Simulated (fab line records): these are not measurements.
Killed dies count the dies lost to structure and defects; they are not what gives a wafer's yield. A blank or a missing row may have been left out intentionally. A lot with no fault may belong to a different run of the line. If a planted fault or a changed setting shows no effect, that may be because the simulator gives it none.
8D (eight disciplines) problem report, filled in by code    flow sky130    the parts of the form that need people (team, actions taken, sign-off) are left out

## 1. THE PROBLEM
Wafers without a fault read 379.3 nm, standard deviation 2.3; cd_nm at SKY_VT_ADJUST_HVTR_CD_MEAS_07 reads a mean of 390.4 nm on 6 wafers belonging to 2 lots. That is +4.8 standard deviations from the usual mean.
The step: target cd 380 nm.
Seen first at day 14 07:53 on cd_sem-02, wafer L258.3. Wafers with a number at this step in the record: 33, from 11 lots. Rule for "out", or "out of limits": more than 4 standard deviations from the usual mean. The other wafers with a number count as sound.

## 2. WHAT IT IS; WHAT IT IS NOT
question                     is                      is not
which readings at this step  cd_nm                   -
which lots                   L258, L259              L244, L245, L249, L250, L254, L255, L257, L260, L264
which wafers of those lots   all that have a number  -
read on which gauges         cd_sem-01, cd_sem-02    -
when                         from day 14 07:53       up to then (21 sound wafers); but 6 sound wafers of L260, L264 came after

## 3. SUSPECTS, AND WHAT RULES EACH OUT
Counting: a tool stays on the suspect list if, at a process step up to the reading, it processed all lots that are out and no sound lot following the first of them.
- the gauge at SKY_VT_ADJUST_HVTR_CD_MEAS_07 is ruled out. Those wafers that are out were read across 2 gauges (cd_sem-01, cd_sem-02).
- plasma_asher-04 at SKY_VT_ADJUST_LVTN_STRIP_09 (strips in O2/N2): ruled out as a lasting fault. Sound lots L260 ran on it after its first lot that is out, L258 (day 11 05:10).
- litho_track-02 at SKY_VT_ADJUST_HVTR_COAT_02 (resist thk 1140 nm): kept. All lots that are out passed through it, beginning with L258 at day 13 18:38, and no sound lot followed; its final sound lot before that point was L255 at day 12 18:20. Its own spin_speed_rpm readings are out on those wafers.
The count leaves litho_track-02 at SKY_VT_ADJUST_HVTR_COAT_02.

## 4. THE CAUSE (what the simulator had put in)
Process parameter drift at SKY_VT_ADJUST_HVTR_COAT_02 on litho_track-02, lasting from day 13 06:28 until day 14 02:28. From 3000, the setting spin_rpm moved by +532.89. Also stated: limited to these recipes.
Only this tool survived the counting.

## 5. SEQUENCE OF EFFECTS, ordered by route
Each row: a reading whose mean over the struck wafers that have a number lies more than 3 standard deviations from the usual. Scope: only readings with a usual standard deviation given in the record; hours: median across lots of the time from each lot's start at the first step in this table that gives one to its start at this step; sigmas: change in usual standard deviations.
hours  step                           reading                   usual       on struck wafers  change  sigmas
0      SKY_VT_ADJUST_HVTR_COAT_02     spin_speed_rpm            3000.5 rpm  3531.2            +530.7  +99 or more
13     SKY_VT_ADJUST_HVTR_CD_MEAS_07  cd_nm                     379.3 nm    390.4             +11.1   +4.8
13     SKY_VT_ADJUST_HVTR_STRIP_10    strip_time_to_endpoint_s  14.18 s     13.14             -1.04   -27
The process steps in it:
- SKY_VT_ADJUST_HVTR_COAT_02: resist thk 1140 nm.
- SKY_VT_ADJUST_HVTR_STRIP_10: strips in O2/N2.
At these later measuring or inspecting steps, every struck wafer for which the step has a row has a number for every such reading, and none has moved that far: SKY_VT_ADJUST_HVTR_TW_MEAS_11.

## 6. HOW IT WOULD HAVE BEEN CAUGHT EARLIER
The first out-of-limits reading at a measuring or inspecting step in this record came at day 14 07:53, 25 hours after the fault's start at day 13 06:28.
Tool's own readings at SKY_VT_ADJUST_HVTR_COAT_02, spin_speed_rpm: out on all struck wafers the step has rows for; an alarm limit on them would have tripped on the first.
The start of SKY_VT_ADJUST_HVTR_COAT_02 on litho_track-02 came by day 14 07:53 for every one of the lots that are out (2). Holding the tool at that point would not have protected any of them.
